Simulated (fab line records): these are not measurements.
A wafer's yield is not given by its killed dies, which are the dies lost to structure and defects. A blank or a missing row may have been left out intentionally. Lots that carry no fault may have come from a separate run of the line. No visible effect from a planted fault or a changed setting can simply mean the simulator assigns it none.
fab line records	flow sky130
[record] lots = 13	wafers = 39	last-day = 50
route steps=708 shown POLY_CUT@316 RES_XHIGH@336 SD_N@350 PAD_OPEN@708
lots that met no fault: from a run of the same line without faults
start-h: hours from the record's opening day to when the first of the lot's shown wafers began	wait-h: hours elapsed since this lot's preceding step	" as in the row above	L1.1+2: a single row standing in for several wafers	- no value present, or no start provided	* or withheld: withheld	< > ~ a bound
route shown NAME@n: a module of which the file shows steps, and the number in the route of the first	usual: mean and standard deviation over wafers with no fault	same: alike in all rows	chamber/n: place in a boat	sites: readings site by site	_std_site: standard deviation across them	_edge_site: the outer-site mean with the inner-site mean subtracted	radius-mm: for every site, how far away it sits from the centre of the wafer	mask NAME#n: copy n	behind: the most recent tool/chamber to have shaped the wafer	hold: why the lot was held/for how many hours/how that ended	device: names the non-switching transistor (n, p or np)	end of line: the same wafers' tests at the end of the route	for a step that has no rows: nothing shown but its recipe	killed: not the wafer's yield, but the dies lost to structure and defects at the first sort	map: per-die view of a wafer (x killed, . not killed, _ where there is no die)
set.NAME: the setting that was run; set.NAME@STEP: the one run at that earlier step	model.NAME: the simulator's own value behind a step, which no gauge read
a sample of lots followed through the steps of the route, with each step as a table and each wafer as a row
services: a tool's chamber out of use, with start hour (start-h, from the record's first day; less than 0 if before it), hours out, and reason
[[steps]]
[step SKY_POLY_CUT_OVL_MEAS_09]
[usual] POLY_CUT_OVL = 0/5.5
lot.wafer	tool	chamber	start-h	wait-h	POLY_CUT_OVL[nm]
L587.1	overlay-02	-	554.56	0.1	-1
L587.5	"	-	"	"	-8
L587.6	"	-	"	"	-1
L589.1	overlay-02	-	572.46	0.1	6
L589.2	"	-	"	"	1
L589.4	"	-	"	"	-1
L591.2	overlay-01	-	581.70	0.1	-2
L591.3	"	-	"	"	8
L591.5	"	-	"	"	5
L593.1	overlay-01	-	610.10	0.1	-1
L593.2	"	-	"	"	6
L593.6	"	-	"	"	3
L594.4	overlay-02	-	617.43	0.1	10
L594.5	"	-	"	"	8
L594.6	"	-	"	"	-5
L596.1	overlay-02	-	632.75	0.1	-9
L596.2	"	-	"	"	-5
L596.4	"	-	"	"	-2
L595.1	overlay-02	-	634.52	0.1	-10
L595.4	"	-	"	"	1
L595.5	"	-	"	"	4
L598.2	overlay-02	-	645.86	0.1	2
L598.4	"	-	"	"	11
L598.5	"	-	"	"	0
L597.2	overlay-01	-	648.98	0.1	-3
L597.4	"	-	"	"	-4
L597.5	"	-	"	"	6
L600.1	overlay-02	-	664.73	0.1	1
L600.4	"	-	"	"	5
L600.5	"	-	"	"	2
L607.4	overlay-01	-	728.23	0.1	6
L607.5	"	-	"	"	-2
L607.6	"	-	"	"	6
L609.3	overlay-01	-	735.67	0.1	4
L609.4	"	-	"	"	4
L609.5	"	-	"	"	3
L610.1	overlay-02	-	737.97	0.1	-1
L610.2	"	-	"	"	-1
L610.6	"	-	"	"	3
[step SKY_RES_XHIGH_EXPOSE_04]
[recipe] mask-id = URPM	na = 0.6	source-shape = conventional	sigma-outer = 0.6	polarization = unpolarized	target-cd-nm = 1270	dose-mj = 140
[usual] reticle-temp-C = 22.97/0.11
lot.wafer	tool	chamber	start-h	wait-h	mask	reticle-temp-C
L587.1	iline-stepper-01	0	599.65	-	URPM#0	23.06
L587.5	"	0	"	"	URPM#0	22.89
L587.6	"	0	"	"	URPM#0	23.02
L589.1	iline-stepper-02	0	616.23	-	URPM#0	23.05
L589.2	"	0	"	"	URPM#0	23.04
L589.4	"	0	"	"	URPM#0	23.18
L591.2	iline-stepper-02	0	626.07	-	URPM#0	22.80
L591.3	"	0	"	"	URPM#0	22.98
L591.5	"	0	"	"	URPM#0	23.04
L593.1	iline-stepper-01	0	652.59	-	URPM#0	22.90
L593.2	"	0	"	"	URPM#0	23.02
L593.6	"	0	"	"	URPM#0	23.16
L594.4	iline-stepper-01	0	661.19	-	URPM#0	22.99
L594.5	"	0	"	"	URPM#0	22.90
L594.6	"	0	"	"	URPM#0	22.97
L596.1	iline-stepper-02	0	675.60	-	URPM#0	22.94
L596.2	"	0	"	"	URPM#0	22.77
L596.4	"	0	"	"	URPM#0	22.70
L595.1	iline-stepper-02	0	676.88	-	URPM#0	22.86
L595.4	"	0	"	"	URPM#0	22.99
L595.5	"	0	"	"	URPM#0	22.85
L598.2	iline-stepper-02	0	688.92	-	URPM#0	22.94
L598.4	"	0	"	"	URPM#0	22.84
L598.5	"	0	"	"	URPM#0	22.83
L597.2	iline-stepper-02	0	692.73	-	URPM#0	22.96
L597.4	"	0	"	"	URPM#0	22.88
L597.5	"	0	"	"	URPM#0	22.95
L600.1	iline-stepper-01	0	707.60	-	URPM#0	22.82
L600.4	"	0	"	"	URPM#0	22.94
L600.5	"	0	"	"	URPM#0	22.85
L607.4	iline-stepper-02	0	768.21	-	URPM_R1#0	23.04
L607.5	"	0	"	"	URPM_R1#0	22.94
L607.6	"	0	"	"	URPM_R1#0	22.89
L609.3	iline-stepper-02	0	776.09	-	URPM#0	22.96
L609.4	"	0	"	"	URPM#0	22.95
L609.5	"	0	"	"	URPM#0	23.02
L610.1	iline-stepper-02	0	778.48	-	URPM#0	22.93
L610.2	"	0	"	"	URPM#0	22.92
L610.6	"	0	"	"	URPM#0	22.90
[step SKY_RES_XHIGH_STRIP_08]
[recipe] chemistry = O2/N2	power-w = 1400	pressure-mtorr = 1500	platen-temp-c = withheld	o2-flow-sccm = 3000	n2-flow-sccm = 300	overash-fraction = 0.5
[usual] chamber-pressure-mTorr = 1500.0/1.4	drypump-motor-current-A = 5.6/0.48	n2-flow-sccm = 299.9/0.91	oes-product-au = 0.711/0.0043	strip-time-to-endpoint-s = 14.29/0.044
lot.wafer	tool	chamber	start-h	wait-h	chamber-pressure-mTorr	drypump-motor-current-A	n2-flow-sccm	oes-product-au	rf-hours-counter-h	strip-time-to-endpoint-s
L587.1	plasma-asher-01	0	613.26	0.1	1500.9	5.2	300.1	0.709	78	14.23
L587.5	"	1	"	"	1499.9	5.8	299.4	0.711	-	14.21
L587.6	"	0	"	"	1501.2	5.2	298.8	0.710	-	14.24
L589.1	plasma-asher-02	0	631.16	0.1	1498.6	6.4	300.7	0.712	94	14.33
L589.2	"	1	"	"	1500.5	4.9	299.6	0.716	94	14.32
L589.4	"	1	"	"	1502.0	4.9	300.0	0.712	-	14.30
L591.2	plasma-asher-02	1	640.57	0.1	1499.9	4.8	299.5	0.703	95	14.26
L591.3	"	1	"	"	1500.8	4.9	298.9	0.707	-	14.27
L591.5	"	0	"	"	1499.2	6.4	301.3	0.705	-	14.30
L593.1	plasma-asher-01	1	667.48	0.1	1502.1	5.8	299.4	0.710	83	14.35
L593.2	"	0	"	"	1500.5	5.2	300.6	0.712	83	14.32
L593.6	"	0	"	"	1500.1	5.2	299.1	0.714	-	14.31
L594.4	plasma-asher-04	0	674.41	0.1	1501.9	5.6	299.4	0.705	-	14.36
L594.5	"	0	"	"	1500.3	5.6	299.3	0.712	-	14.31
L594.6	"	1	"	"	1500.2	5.8	299.6	0.709	-	14.29
L596.1	plasma-asher-04	1	690.25	0.1	1501.1	5.8	300.5	0.705	54	14.25
L596.2	"	0	"	"	1501.9	5.6	299.7	0.717	54	14.29
L596.4	"	0	"	"	1501.7	5.6	298.9	0.703	-	14.37
L595.1	plasma-asher-04	0	690.85	0.1	1501.6	5.6	300.7	0.714	54	14.36
L595.4	"	0	"	"	1499.3	5.6	300.5	0.709	-	14.35
L595.5	"	0	"	"	1498.0	5.6	301.4	0.713	-	14.35
L598.2	plasma-asher-01	0	702.20	0.1	1500.0	5.2	302.2	0.708	86	14.29
L598.4	"	1	"	"	1497.3	5.8	300.3	0.710	-	14.33
L598.5	"	0	"	"	1499.2	5.2	300.8	0.713	-	14.31
L597.2	plasma-asher-01	1	706.00	0.1	1500.7	5.8	299.3	0.709	87	14.29
L597.4	"	1	"	"	1500.1	5.8	299.5	0.707	-	14.33
L597.5	"	0	"	"	1499.9	5.2	300.2	0.704	-	14.26
L600.1	plasma-asher-01	0	721.91	0.1	1500.6	5.2	299.5	0.715	88	14.22
L600.4	"	0	"	"	1498.9	5.2	300.2	0.706	-	14.20
L600.5	"	0	"	"	1499.8	5.2	301.4	0.709	-	14.26
L607.4	plasma-asher-02	1	781.24	0.1	1499.4	4.9	300.2	0.711	-	14.26
L607.5	"	1	"	"	1498.9	4.9	301.7	0.710	-	14.24
L607.6	"	0	"	"	1501.2	6.4	300.3	0.700	-	14.26
L609.3	plasma-asher-01	0	788.71	0.1	1500.1	5.2	298.4	0.723	-	14.23
L609.4	"	1	"	"	1497.6	5.8	299.2	0.712	-	14.17
L609.5	"	1	"	"	1501.1	5.8	300.2	0.710	-	14.20
L610.1	plasma-asher-02	0	791.28	0.1	1499.3	6.4	299.7	0.711	5	14.30
L610.2	"	1	"	"	1499.2	4.8	298.6	0.710	5	14.29
L610.6	"	0	"	"	1498.7	6.4	300.5	0.710	-	14.24
[step SKY_SD_N_OVL_MEAS_08]
[usual] SD_N_OVL = 0.9/1.3
lot.wafer	tool	chamber	start-h	wait-h	SD_N_OVL[nm]
L587.1	overlay-01	-	641.61	0.1	2.1
L587.5	"	-	"	"	0.4
L587.6	"	-	"	"	3.6
L589.1	overlay-01	-	659.36	0.1	-1.3
L589.2	"	-	"	"	2.9
L589.4	"	-	"	"	-0.2
L591.2	overlay-01	-	668.84	0.1	2.3
L591.3	"	-	"	"	0.5
L591.5	"	-	"	"	2.7
L593.1	overlay-01	-	695.87	0.1	0.7
L593.2	"	-	"	"	2.8
L593.6	"	-	"	"	3.2
L594.4	overlay-01	-	702.43	0.1	0.7
L594.5	"	-	"	"	2.4
L594.6	"	-	"	"	2.3
L596.1	overlay-01	-	716.92	0.1	-0.8
L596.2	"	-	"	"	-0.6
L596.4	"	-	"	"	-0.8
L595.1	overlay-02	-	718.36	0.1	2.4
L595.4	"	-	"	"	4.3
L595.5	"	-	"	"	3.8
L598.2	overlay-02	-	729.81	0.1	3.3
L598.4	"	-	"	"	3.1
L598.5	"	-	"	"	4.6
L597.2	overlay-02	-	733.79	0.1	0.4
L597.4	"	-	"	"	0.5
L597.5	"	-	"	"	1.7
L600.1	overlay-02	-	748.78	0.1	1.9
L600.4	"	-	"	"	0.7
L600.5	"	-	"	"	1.5
L607.4	overlay-01	-	808.28	0.1	0.7
L607.5	"	-	"	"	-0.1
L607.6	"	-	"	"	-0.8
L609.3	overlay-01	-	815.12	0.1	-1.9
L609.4	"	-	"	"	-0.3
L609.5	"	-	"	"	0.6
L610.1	overlay-01	-	817.77	0.1	0.3
L610.2	"	-	"	"	3.1
L610.6	"	-	"	"	-0.2
[step SKY_PAD_OPEN_PROBE_99]
[usual] killed_at_M0_to_M3 = 43/6.8	killed_at_M4_up = 3.2/1.8	killed-at-contacts = 24/5.2	killed-at-front-end = 15/4.2	killed-at-other = 0.4/0.62	killed-dies = 85/8.7	killed-on-rim = 17/3.7	killed-open = 46/6.7	killed-short = 39/5.9
[same] gross-dies = 492	killed-at-back-side = 0
lot.wafer	tool	chamber	start-h	wait-h	killed_at_M0_to_M3	killed_at_M4_up	killed-at-contacts	killed-at-front-end	killed-at-other	killed-dies	killed-on-rim	killed-open	killed-short
L587.1	prober-01	-	1069.82	0.1	45	0	22	11	1	79	13	45	34
L587.5	prober-01	-	1070.02	0.2	46	3	22	16	0	87	13	50	36
L587.6	prober-01	-	1070.07	0.2	37	7	31	12	0	87	17	38	49
L589.1	prober-01	-	1082.27	0.1	56	3	28	16	0	103	26	56	47
L589.2	prober-01	-	1082.32	0.1	54	2	24	17	0	97	14	55	41
L589.4	prober-01	-	1082.42	0.2	44	1	21	17	0	83	25	48	33
L591.2	prober-02	-	1091.54	0.1	40	4	20	21	1	86	16	51	35
L591.3	prober-02	-	1091.59	0.2	42	2	23	20	0	87	14	53	34
L591.5	prober-02	-	1091.69	0.2	34	4	25	15	0	78	16	50	28
L593.1	prober-01	-	1112.67	0.1	40	3	31	15	0	89	11	54	35
L593.2	prober-01	-	1112.72	0.1	47	1	28	13	0	89	24	54	35
L593.6	prober-01	-	1112.92	0.2	45	4	31	13	0	93	23	54	39
L594.4	prober-02	-	1116.12	0.2	40	3	29	9	0	81	18	51	30
L594.5	prober-02	-	1116.17	0.2	36	1	30	16	2	85	19	43	41
L594.6	prober-02	-	1116.22	0.2	47	1	30	7	1	86	18	51	35
L596.1	prober-01	-	1124.86	0.1	32	0	28	12	0	72	13	32	40
L596.2	prober-01	-	1124.91	0.1	37	3	36	9	0	85	14	44	41
L596.4	prober-01	-	1125.01	0.2	42	3	30	15	0	90	14	48	42
L595.1	prober-02	-	1125.35	0.1	38	0	22	12	0	72	18	35	37
L595.4	prober-02	-	1125.50	0.2	45	3	23	9	0	80	13	42	38
L595.5	prober-02	-	1125.55	0.2	41	4	18	6	2	71	8	35	36
L598.2	prober-01	-	1136.61	0.1	39	1	23	20	0	83	20	47	35
L598.4	prober-01	-	1136.71	0.2	40	2	20	17	0	79	12	40	36
L598.5	prober-01	-	1136.76	0.2	45	4	39	14	0	102	18	59	42
L597.2	prober-02	-	1139.66	0.1	48	0	24	20	0	92	18	46	44
L597.4	prober-02	-	1139.76	0.2	45	4	22	19	2	92	15	40	52
L597.5	prober-02	-	1139.81	0.2	53	4	31	7	0	95	20	56	38
L600.1	prober-01	-	1147.32	0.1	33	1	22	14	0	70	15	41	29
L600.4	prober-01	-	1147.47	0.2	45	3	21	8	0	77	15	49	28
L600.5	prober-01	-	1147.52	0.2	45	7	26	12	0	90	19	48	42
L607.4	prober-02	-	1184.00	0.2	32	2	23	24	1	82	18	47	35
L607.5	prober-02	-	1184.05	0.2	42	6	23	8	0	79	13	37	42
L607.6	prober-02	-	1184.10	0.2	51	1	27	12	0	91	12	42	49
L609.3	prober-02	-	1190.73	0.2	40	1	16	17	1	75	11	34	41
L609.4	prober-02	-	1190.78	0.2	44	3	26	13	1	87	18	43	42
L609.5	prober-02	-	1190.83	0.2	45	3	21	14	1	84	20	51	32
L610.1	prober-01	-	1191.16	0.1	51	5	19	13	0	88	14	55	33
L610.2	prober-01	-	1191.21	0.1	43	2	23	16	1	85	13	51	33
L610.6	prober-01	-	1191.41	0.2	50	3	16	16	0	85	8	49	36
// killed by level:class
L587.1 METAL1:geometric-particle:short=9 CONTACT:geometric-particle:open=8 VIA2:geometric-particle:open=8 VIA1:geometric-particle:open=6 VIA3:geometric-particle:open=5 METAL2:geometric-particle:short=5 SPACER:geometric-particle:open=4 LI_CONTACT:geometric-particle:open=4
L587.5 VIA1:geometric-particle:open=12 CONTACT:geometric-particle:open=9 VIA2:geometric-particle:open=9 VIA3:geometric-particle:open=6 LI_CONTACT:geometric-particle:short=5 LI_CONTACT:geometric-particle:open=5 VIA1:geometric-particle:short=5 FIELD_ISO:geometric-particle:short=4
L587.6 LI_CONTACT:geometric-particle:open=9 CONTACT:geometric-particle:open=8 VIA3:geometric-particle:open=7 METAL4:geometric-particle:short=7 LOCAL_INTERCONNECT:geometric-particle:short=6 CONTACT:geometric-particle:short=6 METAL2:geometric-particle:short=5 METAL3:geometric-particle:short=5
L589.1 VIA1:geometric-particle:open=12 CONTACT:geometric-particle:open=10 VIA3:geometric-particle:open=9 METAL1:geometric-particle:short=9 FIELD_ISO:geometric-particle:open=6 METAL2:geometric-particle:short=6 CONTACT:geometric-particle:short=5 LI_CONTACT:geometric-particle:open=5
L589.2 VIA3:geometric-particle:open=12 CONTACT:geometric-particle:open=10 VIA1:geometric-particle:open=9 METAL1:geometric-particle:short=6 VIA2:geometric-particle:open=6 LI_CONTACT:geometric-particle:open=5 VIA1:geometric-particle:short=5 METAL2:geometric-particle:short=5
L589.4 CONTACT:geometric-particle:open=11 VIA2:geometric-particle:open=10 VIA3:geometric-particle:open=7 LI_CONTACT:geometric-particle:open=6 METAL1:geometric-particle:short=6 VIA1:geometric-particle:open=6 METAL2:geometric-particle:short=6 POLY_GATE:geometric-particle:short=5
L591.2 CONTACT:geometric-particle:open=10 POLY_GATE:geometric-particle:open=8 VIA1:geometric-particle:open=8 FIELD_ISO:geometric-particle:open=6 VIA3:geometric-particle:open=6 CONTACT:geometric-particle:short=5 VIA2:geometric-particle:short=4 METAL1:geometric-particle:short=4
L591.3 VIA1:geometric-particle:open=10 CONTACT:geometric-particle:open=9 LI_CONTACT:geometric-particle:open=7 VIA1:geometric-particle:short=7 POLY_GATE:geometric-particle:open=6 FIELD_ISO:geometric-particle:open=4 LI_CONTACT:geometric-particle:short=4 VIA2:geometric-particle:open=4
L591.5 CONTACT:geometric-particle:open=9 LI_CONTACT:geometric-particle:open=8 VIA1:geometric-particle:open=8 VIA2:geometric-particle:open=8 FIELD_ISO:geometric-particle:open=5 POLY_GATE:geometric-particle:open=4 CONTACT:geometric-particle:short=4 FIELD_ISO:geometric-particle:short=3
L593.1 CONTACT:geometric-particle:open=13 VIA1:geometric-particle:open=12 CONTACT:geometric-particle:short=7 VIA2:geometric-particle:open=5 VIA3:geometric-particle:open=5 FIELD_ISO:geometric-particle:open=4 POLY_GATE:geometric-particle:open=4 LI_CONTACT:geometric-particle:open=4
L593.2 VIA1:geometric-particle:open=15 CONTACT:geometric-particle:open=15 VIA2:geometric-particle:open=8 CONTACT:geometric-particle:short=7 VIA1:geometric-particle:short=7 METAL1:geometric-particle:short=6 FIELD_ISO:geometric-particle:open=4 POLY_GATE:geometric-particle:short=4
L593.6 CONTACT:geometric-particle:open=9 VIA1:geometric-particle:open=9 VIA2:geometric-particle:open=8 VIA3:geometric-particle:open=7 LI_CONTACT:geometric-particle:open=6 LOCAL_INTERCONNECT:geometric-particle:short=6 LOCAL_INTERCONNECT:geometric-particle:open=5 POLY_GATE:geometric-particle:short=4
L594.4 CONTACT:geometric-particle:open=14 VIA1:geometric-particle:open=13 LI_CONTACT:geometric-particle:open=5 LOCAL_INTERCONNECT:geometric-particle:short=5 VIA3:geometric-particle:open=5 POLY_GATE:geometric-particle:open=4 CONTACT:geometric-particle:short=4 VIA1:geometric-particle:short=4
L594.5 CONTACT:geometric-particle:open=16 CONTACT:geometric-particle:short=9 FIELD_ISO:geometric-particle:short=6 METAL1:geometric-particle:short=6 VIA3:geometric-particle:open=6 FIELD_ISO:geometric-particle:open=5 VIA1:geometric-particle:open=5 VIA3:geometric-particle:short=4
L594.6 VIA1:geometric-particle:open=14 LI_CONTACT:geometric-particle:open=9 VIA3:geometric-particle:open=9 CONTACT:geometric-particle:short=8 CONTACT:geometric-particle:open=8 METAL1:geometric-particle:short=4 VIA1:geometric-particle:short=4 METAL3:geometric-particle:short=4
L596.1 CONTACT:geometric-particle:open=11 METAL1:geometric-particle:short=8 VIA2:geometric-particle:open=6 CONTACT:geometric-particle:short=6 LOCAL_INTERCONNECT:geometric-particle:short=5 VIA2:geometric-particle:short=4 VIA1:geometric-particle:short=4 SPACER:geometric-particle:short=3
L596.2 CONTACT:geometric-particle:open=13 LI_CONTACT:geometric-particle:open=9 VIA1:geometric-particle:short=7 VIA1:geometric-particle:open=7 CONTACT:geometric-particle:short=6 VIA3:geometric-particle:open=5 METAL2:geometric-particle:short=5 LOCAL_INTERCONNECT:geometric-particle:short=4
L596.4 VIA1:geometric-particle:open=10 CONTACT:geometric-particle:open=10 LI_CONTACT:geometric-particle:open=8 VIA1:geometric-particle:short=8 METAL1:geometric-particle:short=6 POLY_GATE:geometric-particle:short=5 CONTACT:geometric-particle:short=5 VIA2:geometric-particle:open=5
L595.1 CONTACT:geometric-particle:open=10 VIA1:geometric-particle:open=7 LOCAL_INTERCONNECT:geometric-particle:short=6 METAL2:geometric-particle:short=5 VIA3:geometric-particle:open=5 FIELD_ISO:geometric-particle:short=4 CONTACT:geometric-particle:short=4 VIA2:geometric-particle:open=4
L595.4 CONTACT:geometric-particle:open=10 VIA3:geometric-particle:open=7 METAL2:geometric-particle:short=7 VIA2:geometric-particle:open=7 VIA1:geometric-particle:open=6 VIA1:geometric-particle:short=5 LI_CONTACT:geometric-particle:open=4 CONTACT:geometric-particle:short=4
L595.5 VIA1:geometric-particle:open=12 LI_CONTACT:geometric-particle:open=5 CONTACT:geometric-particle:open=5 METAL1:geometric-particle:short=5 LOCAL_INTERCONNECT:geometric-particle:short=4 VIA1:geometric-particle:short=4 VIA2:geometric-particle:short=4 VIA2:geometric-particle:open=4
L598.2 CONTACT:geometric-particle:open=9 VIA1:geometric-particle:open=9 VIA3:geometric-particle:open=8 VIA2:geometric-particle:open=6 FIELD_ISO:geometric-particle:open=5 CONTACT:geometric-particle:short=5 FIELD_ISO:geometric-particle:short=4 LI_CONTACT:geometric-particle:open=4
L598.4 VIA1:geometric-particle:open=9 VIA3:geometric-particle:open=9 CONTACT:geometric-particle:open=8 POLY_GATE:geometric-particle:short=5 METAL2:geometric-particle:short=5 LOCAL_INTERCONNECT:geometric-particle:short=5 VIA2:geometric-particle:open=4 FIELD_ISO:geometric-particle:short=3
L598.5 LI_CONTACT:geometric-particle:open=13 VIA1:geometric-particle:open=13 CONTACT:geometric-particle:open=8 CONTACT:geometric-particle:short=7 LI_CONTACT:geometric-particle:short=6 METAL3:geometric-particle:short=6 VIA1:geometric-particle:short=6 VIA2:geometric-particle:open=6
L597.2 VIA3:geometric-particle:open=10 VIA1:geometric-particle:open=8 CONTACT:geometric-particle:open=7 METAL3:geometric-particle:short=7 FIELD_ISO:geometric-particle:open=6 CONTACT:geometric-particle:short=6 LOCAL_INTERCONNECT:geometric-particle:short=6 FIELD_ISO:geometric-particle:short=5
L597.4 VIA1:geometric-particle:open=9 CONTACT:geometric-particle:open=8 FIELD_ISO:geometric-particle:short=7 CONTACT:geometric-particle:short=6 VIA3:geometric-particle:short=6 VIA3:geometric-particle:open=6 VIA2:geometric-particle:open=5 METAL2:geometric-particle:short=5
L597.5 CONTACT:geometric-particle:open=16 VIA1:geometric-particle:open=11 VIA2:geometric-particle:open=11 VIA1:geometric-particle:short=6 VIA3:geometric-particle:short=6 VIA3:geometric-particle:open=6 METAL2:geometric-particle:short=5 POLY_GATE:geometric-particle:short=5
L600.1 VIA1:geometric-particle:open=7 VIA2:geometric-particle:open=7 LI_CONTACT:geometric-particle:open=6 LOCAL_INTERCONNECT:geometric-particle:short=6 CONTACT:geometric-particle:open=6 METAL1:geometric-particle:short=5 VIA3:geometric-particle:open=5 FIELD_ISO:geometric-particle:open=4
L600.4 VIA1:geometric-particle:open=10 CONTACT:geometric-particle:open=7 METAL1:geometric-particle:short=6 VIA2:geometric-particle:open=6 VIA3:geometric-particle:open=6 FIELD_ISO:geometric-particle:open=5 LI_CONTACT:geometric-particle:open=5 CONTACT:geometric-particle:short=5
L600.5 CONTACT:geometric-particle:open=9 VIA1:geometric-particle:open=8 LOCAL_INTERCONNECT:geometric-particle:short=7 VIA2:geometric-particle:open=7 CONTACT:geometric-particle:short=6 VIA3:geometric-particle:open=5 VIA1:geometric-particle:short=5 METAL2:geometric-particle:short=5
L607.4 CONTACT:geometric-particle:open=10 POLY_GATE:geometric-particle:open=9 LI_CONTACT:geometric-particle:open=8 VIA1:geometric-particle:open=8 POLY_GATE:geometric-particle:short=6 FIELD_ISO:geometric-particle:short=4 LOCAL_INTERCONNECT:geometric-particle:short=4 VIA1:geometric-particle:short=4
L607.5 VIA1:geometric-particle:open=8 VIA2:geometric-particle:open=7 CONTACT:geometric-particle:short=6 CONTACT:geometric-particle:open=6 VIA1:geometric-particle:short=6 LOCAL_INTERCONNECT:geometric-particle:short=5 METAL1:geometric-particle:short=5 VIA3:geometric-particle:open=4
L607.6 METAL2:geometric-particle:short=9 CONTACT:geometric-particle:open=8 LI_CONTACT:geometric-particle:open=7 VIA1:geometric-particle:short=7 VIA1:geometric-particle:open=6 VIA3:geometric-particle:short=6 METAL1:geometric-particle:short=5 METAL1:geometric-particle:open=5
L609.3 VIA1:geometric-particle:open=15 FIELD_ISO:geometric-particle:short=6 CONTACT:geometric-particle:short=5 CONTACT:geometric-particle:open=5 METAL1:geometric-particle:short=5 VIA1:geometric-particle:short=5 SPACER:geometric-particle:short=4 LI_CONTACT:geometric-particle:open=4
L609.4 METAL2:geometric-particle:short=11 LI_CONTACT:geometric-particle:open=9 VIA2:geometric-particle:open=8 LOCAL_INTERCONNECT:geometric-particle:short=7 CONTACT:geometric-particle:open=7 METAL1:geometric-particle:short=7 FIELD_ISO:geometric-particle:short=6 VIA1:geometric-particle:open=4
L609.5 VIA1:geometric-particle:open=9 VIA3:geometric-particle:open=9 LI_CONTACT:geometric-particle:open=8 METAL2:geometric-particle:short=7 CONTACT:geometric-particle:open=5 VIA2:geometric-particle:open=5 METAL1:geometric-particle:short=4 METAL2:geometric-particle:open=4
L610.1 VIA2:geometric-particle:open=15 VIA1:geometric-particle:open=13 LI_CONTACT:geometric-particle:open=8 CONTACT:geometric-particle:open=7 METAL2:geometric-particle:short=6 FIELD_ISO:geometric-particle:open=4 POLY_GATE:geometric-particle:short=4 METAL3:geometric-particle:short=4
L610.2 VIA3:geometric-particle:open=11 CONTACT:geometric-particle:open=9 VIA1:geometric-particle:open=8 VIA2:geometric-particle:open=6 FIELD_ISO:geometric-particle:open=5 LOCAL_INTERCONNECT:geometric-particle:short=5 CONTACT:geometric-particle:short=5 VIA3:geometric-particle:short=5
L610.6 VIA1:geometric-particle:open=14 VIA2:geometric-particle:open=9 VIA3:geometric-particle:short=7 CONTACT:geometric-particle:open=7 POLY_GATE:geometric-particle:open=6 FIELD_ISO:geometric-particle:open=5 VIA3:geometric-particle:open=4 METAL1:geometric-particle:short=4
[[services]]
tool	chamber	start-h	hours	kind
iline-stepper-02	-	584.72	8.6	repair
iline-stepper-02	-	608.57	4.4	pm
iline-stepper-01	0	622.37	-	calibration
plasma-asher-04	-	643.86	1.8	repair
plasma-asher-01	-	682.50	3.4	repair
plasma-asher-04	-	703.84	1.4	repair
iline-stepper-02	-	713.19	1.7	pm
iline-stepper-02	0	727.50	-	calibration
iline-stepper-02	-	727.85	8.9	pm
plasma-asher-02	-	733.75	9.0	pm
plasma-asher-02	0	733.75	9.0	vent-cycle
plasma-asher-02	1	733.75	9.0	vent-cycle
iline-stepper-01	-	736.78	1.7	pm
plasma-asher-02	0	742.75	-	clean
plasma-asher-02	1	742.75	-	clean
plasma-asher-01	-	770.33	11.5	repair
[[key]]
[first-sign] step = SKY_RES_XHIGH_EXPOSE_04	reading = mask	direction = changed
effect none on later readings
met-at SKY_RES_XHIGH_EXPOSE_04
struck-lots L607
tester-left-out L607
not-acting-at SKY_POLY_CUT_OVL_MEAS_09,SKY_RES_XHIGH_STRIP_08,SKY_SD_N_OVL_MEAS_08
onset-between 692.73 768.21
[fault] kind = wrong-mask	tool = any	chamber = -	onset-h = 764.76	steps = SKY_RES_XHIGH_EXPOSE_04	aux-copy = URPM_R1#0	cd-offset-nm = 190	scope = struck-lots-only
// tester-left-out: of these lots the tester's yield and bins aren't shown, on N5 and GAA mostly nor the transistor test; their killed dies are dies lost to structure and defects alone, not to doping, threshold or leakage, so they don't give the yield
